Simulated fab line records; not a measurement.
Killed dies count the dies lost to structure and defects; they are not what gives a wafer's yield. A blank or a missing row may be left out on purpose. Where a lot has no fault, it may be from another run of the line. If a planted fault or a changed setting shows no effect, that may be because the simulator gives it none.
What tool caused it? || flow sky130 || Sampling: 13 lots, 39 wafers, 5 of 708 route steps

WHAT EACH GAUGE READ, for each wafer
SKY_POLY_GATE_CD_MEAS_13 targets a cd of 150 nm. Usual: cd_nm 149.7 nm, standard deviation 1.3.
{"lot": "L479", "measured": "day 16 11:23", "on": "cd_sem-01", "cd_nm (nm)": "150.6 150.1 149.9", "flag": ""}
{"lot": "L480", "measured": "day 16 21:00", "on": "cd_sem-02", "cd_nm (nm)": "150.2 150.3 151.4", "flag": ""}
{"lot": "L481", "measured": "day 17 09:09", "on": "cd_sem-01", "cd_nm (nm)": "150.8 151.1 150.7", "flag": ""}
{"lot": "L482", "measured": "day 17 15:19", "on": "cd_sem-01", "cd_nm (nm)": "150.2 148.5 148.7", "flag": ""}
{"lot": "L483", "measured": "day 17 19:56", "on": "cd_sem-01", "cd_nm (nm)": "150.2 151.0 150.2", "flag": ""}
{"lot": "L484", "measured": "day 18 07:44", "on": "cd_sem-01", "cd_nm (nm)": "149.0 148.8 147.2", "flag": ""}
{"lot": "L485", "measured": "day 18 22:28", "on": "cd_sem-01", "cd_nm (nm)": "150.5 149.4 149.9", "flag": ""}
{"lot": "L486", "measured": "day 19 11:14", "on": "cd_sem-01", "cd_nm (nm)": "148.2 148.8 148.8", "flag": ""}
{"lot": "L488", "measured": "day 19 21:37", "on": "cd_sem-01", "cd_nm (nm)": "149.8 151.7 150.6", "flag": ""}
{"lot": "L489", "measured": "day 20 02:15", "on": "cd_sem-01", "cd_nm (nm)": "151.2 150.3 150.7", "flag": ""}
{"lot": "L491", "measured": "day 20 21:40", "on": "cd_sem-01", "cd_nm (nm)": "149.2 147.9 148.3", "flag": ""}
{"lot": "L498", "measured": "day 23 10:47", "on": "cd_sem-01", "cd_nm (nm)": "161.5 161.6 161.6 160.9 161.5 162.0", "flag": "OFF"}
{"lot": "L502", "measured": "day 25 09:17", "on": "cd_sem-02", "cd_nm (nm)": "149.3 149.9 151.2", "flag": ""}

SKY_CAPM_RS_MEAS_03: uses a four-point probe to measure. Usual: CAPM_TIN_RS 6.90 ohm/sq, standard deviation 0.1.
{"lot": "L479", "measured": "day 36 14:07", "on": "film_metro-01", "CAPM_TIN_RS (ohm/sq)": "6.70 6.87 6.82", "flag": ""}
{"lot": "L480", "measured": "day 36 20:10", "on": "film_metro-03", "CAPM_TIN_RS (ohm/sq)": "6.96 6.94 6.97", "flag": ""}
{"lot": "L481", "measured": "day 37 06:22", "on": "film_metro-03", "CAPM_TIN_RS (ohm/sq)": "6.85 6.86 6.89", "flag": ""}
{"lot": "L482", "measured": "day 37 15:53", "on": "film_metro-04", "CAPM_TIN_RS (ohm/sq)": "6.81 6.94 6.73", "flag": ""}
{"lot": "L483", "measured": "day 37 16:16", "on": "film_metro-01", "CAPM_TIN_RS (ohm/sq)": "6.98 7.00 7.02", "flag": ""}
{"lot": "L484", "measured": "day 38 04:54", "on": "film_metro-04", "CAPM_TIN_RS (ohm/sq)": "6.77 6.77 6.97", "flag": ""}
{"lot": "L485", "measured": "day 38 16:20", "on": "film_metro-04", "CAPM_TIN_RS (ohm/sq)": "6.79 6.83 6.97", "flag": ""}
{"lot": "L486", "measured": "day 39 02:39", "on": "film_metro-04", "CAPM_TIN_RS (ohm/sq)": "6.91 6.95 6.86", "flag": ""}
{"lot": "L488", "measured": "day 39 10:05", "on": "film_metro-03", "CAPM_TIN_RS (ohm/sq)": "6.84 6.76 6.90", "flag": ""}
{"lot": "L489", "measured": "day 39 14:52", "on": "film_metro-04", "CAPM_TIN_RS (ohm/sq)": "7.02 6.96 7.00", "flag": ""}
{"lot": "L491", "measured": "day 40 06:16", "on": "film_metro-01", "CAPM_TIN_RS (ohm/sq)": "7.00 7.01 6.92", "flag": ""}
{"lot": "L498", "measured": "day 42 07:00", "on": "film_metro-01", "CAPM_TIN_RS (ohm/sq)": "7.05 6.90 6.90", "flag": ""}
{"lot": "L502", "measured": "day 43 17:41", "on": "film_metro-04", "CAPM_TIN_RS (ohm/sq)": "6.91 6.82 7.01", "flag": ""}

SKY_VIA3_THK_MEAS_01. Usual: VIA3_HDPCVD_THK 1624 nm, standard deviation 18.
{"lot": "L479", "measured": "day 38 18:03", "on": "film_metro-01", "VIA3_HDPCVD_THK (nm)": "1614 1635 1643", "flag": ""}
{"lot": "L480", "measured": "day 39 00:26", "on": "film_metro-01", "VIA3_HDPCVD_THK (nm)": "1656 1621 1641", "flag": ""}
{"lot": "L481", "measured": "day 39 12:05", "on": "film_metro-03", "VIA3_HDPCVD_THK (nm)": "1593 1622 1617", "flag": ""}
{"lot": "L482", "measured": "day 39 21:00", "on": "film_metro-01", "VIA3_HDPCVD_THK (nm)": "1659 1653 1633", "flag": ""}
{"lot": "L483", "measured": "day 39 21:10", "on": "film_metro-01", "VIA3_HDPCVD_THK (nm)": "1623 1626 1632", "flag": ""}
{"lot": "L484", "measured": "day 40 09:06", "on": "film_metro-03", "VIA3_HDPCVD_THK (nm)": "1626 1614 1616", "flag": ""}
{"lot": "L485", "measured": "day 40 19:26", "on": "film_metro-01", "VIA3_HDPCVD_THK (nm)": "1628 1637 1631", "flag": ""}
{"lot": "L486", "measured": "day 41 05:33", "on": "film_metro-02", "VIA3_HDPCVD_THK (nm)": "1614 1636 1616", "flag": ""}
{"lot": "L488", "measured": "day 41 12:44", "on": "film_metro-03", "VIA3_HDPCVD_THK (nm)": "1647 1641 1629", "flag": ""}
{"lot": "L489", "measured": "day 41 17:16", "on": "film_metro-01", "VIA3_HDPCVD_THK (nm)": "1664 1636 1641", "flag": ""}
{"lot": "L491", "measured": "day 42 08:37", "on": "film_metro-01", "VIA3_HDPCVD_THK (nm)": "1643 1630 1649", "flag": ""}
{"lot": "L498", "measured": "day 44 07:05", "on": "film_metro-01", "VIA3_HDPCVD_THK (nm)": "1631 1622 1617", "flag": ""}
{"lot": "L502", "measured": "day 45 15:07", "on": "film_metro-02", "VIA3_HDPCVD_THK (nm)": "1597 1588 1607", "flag": ""}

WHICH TOOL RAN EACH LOT (tool, then ch and the chambers of the sampled wafers, then the start)
{"lot": "L479", "SKY_POLY_GATE_EXPOSE_10": "krf_scanner-02 ch 0, day 15 21:23", "SKY_METAL3_SPUTTER_03": "pvd_sputter-03, day 36 13:51"}
{"lot": "L480", "SKY_POLY_GATE_EXPOSE_10": "krf_scanner-01 ch 0, day 16 07:11", "SKY_METAL3_SPUTTER_03": "pvd_sputter-02, day 36 19:54"}
{"lot": "L481", "SKY_POLY_GATE_EXPOSE_10": "krf_scanner-02 ch 0, day 16 18:38", "SKY_METAL3_SPUTTER_03": "pvd_sputter-03, day 37 06:07"}
{"lot": "L482", "SKY_POLY_GATE_EXPOSE_10": "krf_scanner-01 ch 0, day 17 01:08", "SKY_METAL3_SPUTTER_03": "pvd_sputter-01, day 37 15:37"}
{"lot": "L483", "SKY_POLY_GATE_EXPOSE_10": "krf_scanner-02 ch 0, day 17 06:13", "SKY_METAL3_SPUTTER_03": "pvd_sputter-03, day 37 16:01"}
{"lot": "L484", "SKY_POLY_GATE_EXPOSE_10": "krf_scanner-01 ch 0, day 17 17:28", "SKY_METAL3_SPUTTER_03": "pvd_sputter-03, day 38 04:38"}
{"lot": "L485", "SKY_POLY_GATE_EXPOSE_10": "krf_scanner-02 ch 0, day 18 07:14", "SKY_METAL3_SPUTTER_03": "pvd_sputter-03, day 38 16:03"}
{"lot": "L486", "SKY_POLY_GATE_EXPOSE_10": "krf_scanner-02 ch 0, day 18 19:35", "SKY_METAL3_SPUTTER_03": "pvd_sputter-01, day 39 02:24"}
{"lot": "L488", "SKY_POLY_GATE_EXPOSE_10": "krf_scanner-02 ch 0, day 19 06:10", "SKY_METAL3_SPUTTER_03": "pvd_sputter-02, day 39 09:48"}
{"lot": "L489", "SKY_POLY_GATE_EXPOSE_10": "krf_scanner-02 ch 0, day 19 11:18", "SKY_METAL3_SPUTTER_03": "pvd_sputter-01, day 39 14:37"}
{"lot": "L491", "SKY_POLY_GATE_EXPOSE_10": "krf_scanner-01 ch 0, day 20 07:04", "SKY_METAL3_SPUTTER_03": "pvd_sputter-01, day 40 05:59"}
{"lot": "L498", "SKY_POLY_GATE_EXPOSE_10": "krf_scanner-02 ch 0, day 22 20:33", "SKY_METAL3_SPUTTER_03": "pvd_sputter-02, day 42 06:42"}
{"lot": "L502", "SKY_POLY_GATE_EXPOSE_10": "krf_scanner-01 ch 0, day 24 18:01", "SKY_METAL3_SPUTTER_03": "pvd_sputter-01, day 43 17:23"}
- SKY_POLY_GATE_EXPOSE_10: exposes mask P1M, target cd 150 nm.
- SKY_METAL3_SPUTTER_03: material Ti, target thk 5 nm, time 3.3 s.

AS READ BY THE TOOLS THEMSELVES (means over the sampled wafers that have a number; for cases with no such wafer, the mark the record gives instead)
SKY_METAL3_SPUTTER_03. Usual: throttle_valve_pct 30.0 %, standard deviation 1.4.
{"lot": "L479", "tool": "pvd_sputter-03", "throttle_valve_pct (%)": 30.1, "flag": ""}
{"lot": "L480", "tool": "pvd_sputter-02", "throttle_valve_pct (%)": 30.4, "flag": ""}
{"lot": "L481", "tool": "pvd_sputter-03", "throttle_valve_pct (%)": 30.3, "flag": ""}
{"lot": "L482", "tool": "pvd_sputter-01", "throttle_valve_pct (%)": 29.3, "flag": ""}
{"lot": "L483", "tool": "pvd_sputter-03", "throttle_valve_pct (%)": 30.0, "flag": ""}
{"lot": "L484", "tool": "pvd_sputter-03", "throttle_valve_pct (%)": 30.2, "flag": ""}
{"lot": "L485", "tool": "pvd_sputter-03", "throttle_valve_pct (%)": 30.1, "flag": ""}
{"lot": "L486", "tool": "pvd_sputter-01", "throttle_valve_pct (%)": 29.2, "flag": ""}
{"lot": "L488", "tool": "pvd_sputter-02", "throttle_valve_pct (%)": 30.6, "flag": ""}
{"lot": "L489", "tool": "pvd_sputter-01", "throttle_valve_pct (%)": 28.4, "flag": ""}
{"lot": "L491", "tool": "pvd_sputter-01", "throttle_valve_pct (%)": 29.6, "flag": ""}
{"lot": "L498", "tool": "pvd_sputter-02", "throttle_valve_pct (%)": 30.5, "flag": ""}
{"lot": "L502", "tool": "pvd_sputter-01", "throttle_valve_pct (%)": 28.7, "flag": ""}

THE ANSWER, worked out from the rows above alone
Rule: a lot counts as off when the mean over its wafers that have a number is more than 3 standard deviations away from the usual mean. A lot without any number at a reading at which 4 lots or more have one is off too. Any other lot the step has rows for is counted as sound. First the gauges in route order, then the tools' own readings, where a lot's mean is used as printed above. At the first step where some lot is off, the reading lying furthest off is the one used; lots without a number count as furthest.
Off, at SKY_POLY_GATE_CD_MEAS_13 on cd_nm: L498.
If a tool, at a process step before that reading, ran all the lots that are off and no sound lot after the first of them, it fits. The gauges at SKY_POLY_GATE_CD_MEAS_13 are tried like those tools. Undecided on this evidence; 2 tools fit (krf_scanner-02 at SKY_POLY_GATE_EXPOSE_10, cd_sem-01 at SKY_POLY_GATE_CD_MEAS_13).

WHAT HAD BEEN PUT IN BY THE SIMULATOR
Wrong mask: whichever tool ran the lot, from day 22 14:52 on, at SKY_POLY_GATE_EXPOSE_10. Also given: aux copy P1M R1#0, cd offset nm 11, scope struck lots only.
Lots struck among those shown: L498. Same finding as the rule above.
